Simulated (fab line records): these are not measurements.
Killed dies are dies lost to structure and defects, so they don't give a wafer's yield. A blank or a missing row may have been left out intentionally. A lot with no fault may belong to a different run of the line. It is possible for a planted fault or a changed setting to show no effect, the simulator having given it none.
Struck lot and sound lot, side by side    flow gf180mcu    36 out of 602 route steps
Sound: the wafers L137.4, L137.5, L137.6. Wafers L133.1, L133.4 were the ones struck. At the end, the cause is stated.
Order at every step that has rows: each side's tool, ch and its chambers, its first start. Under that, the readings that differ: sound wafers    struck wafers    difference of the means    sigmas: that difference in standard deviations of wafers without a fault.
alike: readings whose means differ by less than 2 such deviations, and words and numbers that are the same on both sides. not compared: withheld readings, readings that some wafer has no value for, bounds like >300 that may hide the same value, and numbers for which the record gives no deviation and whose values overlap.
The two part at a step that has a row with sigmas, a row that says differs or no value, or rows on one side only. When numbers do not overlap yet have no deviation, they are printed without sigmas and do not part them. Lack of a reading on every wafer of one side parts them only where that side has two or more wafers.

first, 1 step without rows for these wafers: GF_M5_DEVELOP_06 (develop time 60 s).
GF_M5_CD_MEAS_07: target cd 280 nm.
  sound on cdSem-01 at day 31 11:31; struck on cdSem-02 at day 30 05:53
  alike: cdNm
GF_M5_OVL_MEAS_08:
  sound on overlay-02 at day 31 11:36; struck on overlay-02 at day 30 06:01
  alike: M5_OVL
then, 1 step without rows for these wafers: GF_M5_ETCH_09 (etches Si3N4 in CF4/O2, target depth 52 nm, time 11.6 s).
GF_M5_METAL_ETCH_10: etches the open film in Cl2/BCl3, stops on SiO2, target depth 750.8 nm, time 125.1 s.
  sound on rieMetal-01 ch 0,1, day 31 11:41; struck on rieMetal-01 ch 1, day 30 06:04
reading               sound                 struck         difference  sigmas
throttleValvePct (%)  28.251 28.238 28.249  28.210 28.221  -0.030      -3
  alike: drypumpMotorCurrentA, oesProductAu
  not compared: rfHoursCounterH
then, 4 steps without rows for these wafers: GF_M5_STRIP_11 (strips in O2/N2); GF_M5_STRIP_12 (strips in post etch residue remover, time 1200 s); GF_M5_CLEAN_13 (cleans in DIW); GF_V5_CVD_00 (deposits SiO2, target thk 300 nm, time 50 s).
GF_V5_THK_MEAS_01:
  sound on filmMetro-03 at day 31 12:23; struck on filmMetro-04 at day 30 07:15
  alike: V5_CVD_00_THK
GF_V5_CVD_02: deposits SiO2 from TEOS, target thk 1450 nm, time 163.28 s.
  sound on pecvd-01 ch 0,1,2, day 31 12:28; struck on pecvd-01 ch 0,1, day 30 07:19
  alike: heaterPowerW
GF_V5_THK_MEAS_03:
  sound on filmMetro-01 at day 31 12:32; struck on filmMetro-04 at day 30 07:25
  alike: V5_CVD_02_THK
GF_V5_CMP_04: polishes SiO2.
  sound on cmp-01 ch 0,1,2, day 31 12:40; struck on cmp-02 ch 0,3, day 30 07:28
reading                             sound            struck       difference  sigmas
model.SiO2_of_V5_CVD_02.thkNm (nm)  853 853.5 854.8  769.8 768.4  -84.7       
  alike: motorCurrentA, slurryFilterDpKPa
GF_V5_BOW_MEAS_05:
  sound on filmMetro-04 at day 31 12:56; struck on filmMetro-04 at day 30 07:46
  alike: V5_BOW
then, 8 steps without rows for these wafers: GF_V5_DEHYDRATE_06 (time 60 s); GF_V5_HMDS_07 (prime time 60 s); GF_V5_COAT_08; GF_V5_COAT_09 (resist thk 1000 nm); GF_V5_SOFTBAKE_10 (time 60 s); GF_V5_EXPOSE_11 (exposes mask Via5, target cd 260 nm); GF_V5_PEB_12 (peb time 90 s); GF_V5_DEVELOP_13 (develop time 60 s).
GF_V5_CD_MEAS_14: target cd 260 nm.
  sound on cdSem-02 at day 32 05:54; struck on cdSem-01 at day 31 01:32
  alike: cdNm
GF_V5_OVL_MEAS_15:
  sound on overlay-02 at day 32 05:59; struck on overlay-01 at day 31 01:40
  alike: V5_OVL
GF_V5_ETCH_16: etches BARC in N2/H2.
  sound on rieDiel-01 ch 0,1,2, day 32 06:00; struck on rieDiel-03 ch 0,3, day 31 01:42
  alike: drypumpMotorCurrentA, oesProductAu, throttleValvePct
GF_V5_ETCH_17: etches SiO2 in C4F8/O2/Ar, stops on TiN, target depth 855 nm.
  sound on rieDiel-01 ch 0,1,2; struck on rieDiel-03 ch 0,3
reading                       sound              struck       difference  sigmas
oesProductAu (a.u.)           0.857 0.858 0.852  0.812 0.810  -0.045      -10
model.V5.featureDepthNm (nm)  853 853.5 854.8    769.8 768.4  -84.7       
model.etch.depthNm (nm)       853 853.5 854.8    769.8 768.4  -84.7       
then, 3 steps without rows for these wafers: GF_V5_STRIP_18 (strips in O2/N2); GF_V5_STRIP_19 (strips in post etch residue remover, time 1200 s); GF_V5_CLEAN_20 (cleans in DIW).
GF_V5_SPUTTER_21: material Ti, target thk 15 nm, time 80.02 s.
  sound on pvdSputter-03 at day 32 06:41; struck on pvdSputter-03 at day 31 02:23
  alike: throttleValvePct
GF_V5_SPUTTER_22: material TiN, target thk 10 nm, time 40 s.
  sound on pvdSputter-03 at day 32 06:44; struck on pvdSputter-03 at day 31 02:28
  alike: throttleValvePct
then, 1 step without rows for these wafers: GF_V5_CVD_23 (deposits W, target thk 350 nm, time 104.9 s).
GF_V5_RS_MEAS_24: the measuring method here is four-point-probe.
  sound on filmMetro-01 at day 32 06:57; struck on filmMetro-01 at day 31 02:37
  alike: V5_W_RS
GF_V5_THK_MEAS_25: measures by xrf.
  sound on filmMetro-01 at day 32 07:02; struck on filmMetro-01 at day 31 02:44
  alike: V5_W_THK
GF_V5_CMP_26: polishes, stops on SiO2, t overpolish 15 s, target thk 0 nm.
  sound on cmp-02 ch 1,2, day 32 07:07; struck on cmp-02 ch 1,3, day 31 02:50
reading                             sound            struck       difference  sigmas
model.SiO2_of_V5_CVD_02.thkNm (nm)  849.2 849.7 851  766.1 764.7  -84.6       
  alike: motorCurrentA, slurryFilterDpKPa
then, 1 step without rows for these wafers: GF_TOP_METAL_SPUTTER_00 (material Ti, target thk 37.5 nm, time 150 s).

## WHERE THEY PART
Last at GF_V5_ETCH_17 as far as this record goes, first at GF_M5_METAL_ETCH_10. Later steps at which nothing parts them and some readings are alike: GF_V5_SPUTTER_21, GF_V5_SPUTTER_22, GF_V5_RS_MEAS_24, GF_V5_THK_MEAS_25, GF_V5_CMP_26.

WHY: what had been put in by the simulator
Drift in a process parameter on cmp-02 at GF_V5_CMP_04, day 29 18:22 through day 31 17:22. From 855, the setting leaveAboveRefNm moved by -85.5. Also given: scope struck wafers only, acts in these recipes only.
